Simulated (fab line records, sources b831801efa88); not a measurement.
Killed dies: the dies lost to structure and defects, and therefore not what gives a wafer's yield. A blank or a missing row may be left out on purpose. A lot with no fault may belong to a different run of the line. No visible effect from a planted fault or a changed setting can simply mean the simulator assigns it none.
Matching of chambers :: flow gf180mcu :: GF_POLY_GATE_ETCH_12 on rie-diel-03 has 4 sister chambers
The step etches BARC in N2/H2. 14 wafers are shown with their chamber, then 7 later ones without.

WAFERS, EACH WITH ITS CHAMBER
wafer: L208.2
chamber: 0
drypump-motor-current-A (A): 6.1
oes-product-au (a.u.): 0.741
throttle-valve-pct (%): 13.220

wafer: L208.3
chamber: 3
drypump-motor-current-A (A): 5.4
oes-product-au (a.u.): 0.734
throttle-valve-pct (%): 13.217

wafer: L208.5
chamber: 2
drypump-motor-current-A (A): 5.9
oes-product-au (a.u.): 0.744
throttle-valve-pct (%): 13.222

wafer: L209.3
chamber: 0
drypump-motor-current-A (A): 6.1
oes-product-au (a.u.): 0.730
throttle-valve-pct (%): 13.199

wafer: L209.4
chamber: 1
drypump-motor-current-A (A): 5.9
oes-product-au (a.u.): 0.738
throttle-valve-pct (%): 13.212

wafer: L209.5
chamber: 1
drypump-motor-current-A (A): 5.9
oes-product-au (a.u.): 0.736
throttle-valve-pct (%): 13.207

wafer: L210.1
chamber: 1
drypump-motor-current-A (A): 5.9
oes-product-au (a.u.): 0.743
throttle-valve-pct (%): 13.227

wafer: L210.3
chamber: 0
drypump-motor-current-A (A): 6.1
oes-product-au (a.u.): 0.739
throttle-valve-pct (%): 13.204

wafer: L210.6
chamber: 0
drypump-motor-current-A (A): 6.1
oes-product-au (a.u.): 0.740
throttle-valve-pct (%): 13.227

wafer: L211.1
chamber: 2
drypump-motor-current-A (A): 5.9
oes-product-au (a.u.): 0.740
throttle-valve-pct (%): 13.222

wafer: L211.3
chamber: 1
drypump-motor-current-A (A): 5.9
oes-product-au (a.u.): 0.733
throttle-valve-pct (%): 13.221

wafer: L211.4
chamber: 3
drypump-motor-current-A (A): 5.4
oes-product-au (a.u.): 0.733
throttle-valve-pct (%): 13.227

wafer: L225.1
chamber: 1
drypump-motor-current-A (A): 5.9
oes-product-au (a.u.): 0.736
throttle-valve-pct (%): 13.226

wafer: L225.3
chamber: 3
drypump-motor-current-A (A): 5.5
oes-product-au (a.u.): 0.732
throttle-valve-pct (%): 13.211

SIGNATURES (averages over the wafers above)
reading: drypump-motor-current-A
chamber 0: 6.100
chamber 1: 5.900
chamber 2: 5.900
chamber 3: 5.433
scatter within a chamber: 0.0258

reading: oes-product-au
chamber 0: 0.73750
chamber 1: 0.73720
chamber 2: 0.74200
chamber 3: 0.73300
scatter within a chamber: 0.00377

reading: throttle-valve-pct
chamber 0: 13.21250
chamber 1: 13.21860
chamber 2: 13.22200
chamber 3: 13.21833
scatter within a chamber: 0.0098
Rule: distance of a wafer from a chamber = root of the sum over the readings of ((wafer's reading minus chamber's mean) / reading's scatter) squared. If the next closest chamber is less than 2 further off than the closest, the wafer can't be placed; otherwise it belongs to the closest. How the scatter is found: for the shown wafers, subtract from each reading the mean of its chamber, square and add these, divide the total by (wafers less chambers), then take the root.

WAFERS WHOSE CHAMBER IS MISSING
wafer: L225.4
drypump-motor-current-A (A): 5.9
oes-product-au (a.u.): 0.735
throttle-valve-pct (%): 13.217

wafer: L228.2
drypump-motor-current-A (A): 5.9
oes-product-au (a.u.): 0.740
throttle-valve-pct (%): 13.210

wafer: L228.4
drypump-motor-current-A (A): 5.5
oes-product-au (a.u.): 0.731
throttle-valve-pct (%): 13.213

wafer: L228.5
drypump-motor-current-A (A): 5.9
oes-product-au (a.u.): 0.737
throttle-valve-pct (%): 13.205

wafer: L229.2
drypump-motor-current-A (A): 6.1
oes-product-au (a.u.): 0.736
throttle-valve-pct (%): 13.225

wafer: L229.4
drypump-motor-current-A (A): 5.9
oes-product-au (a.u.): 0.728
throttle-valve-pct (%): 13.218

wafer: L229.5
drypump-motor-current-A (A): 6.1
oes-product-au (a.u.): 0.740
throttle-valve-pct (%): 13.221

WHICH CHAMBER EACH ONE RAN IN
wafer: L225.4
from the rows above: can't be placed: 1 or 2
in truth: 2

wafer: L228.2
from the rows above: can't be placed: 1 or 2
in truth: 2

wafer: L228.4
from the rows above: 3
in truth: 3

wafer: L228.5
from the rows above: can't be placed: 1 or 2
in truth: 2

wafer: L229.2
from the rows above: 0
in truth: 0

wafer: L229.4
from the rows above: can't be placed: 1 or 2
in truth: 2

wafer: L229.5
from the rows above: 0
in truth: 0
Placed correctly: 3 of 7. Cannot be placed on the basis of these rows: 4; the candidates contain the true chamber in 4. Placed wrongly: 0.
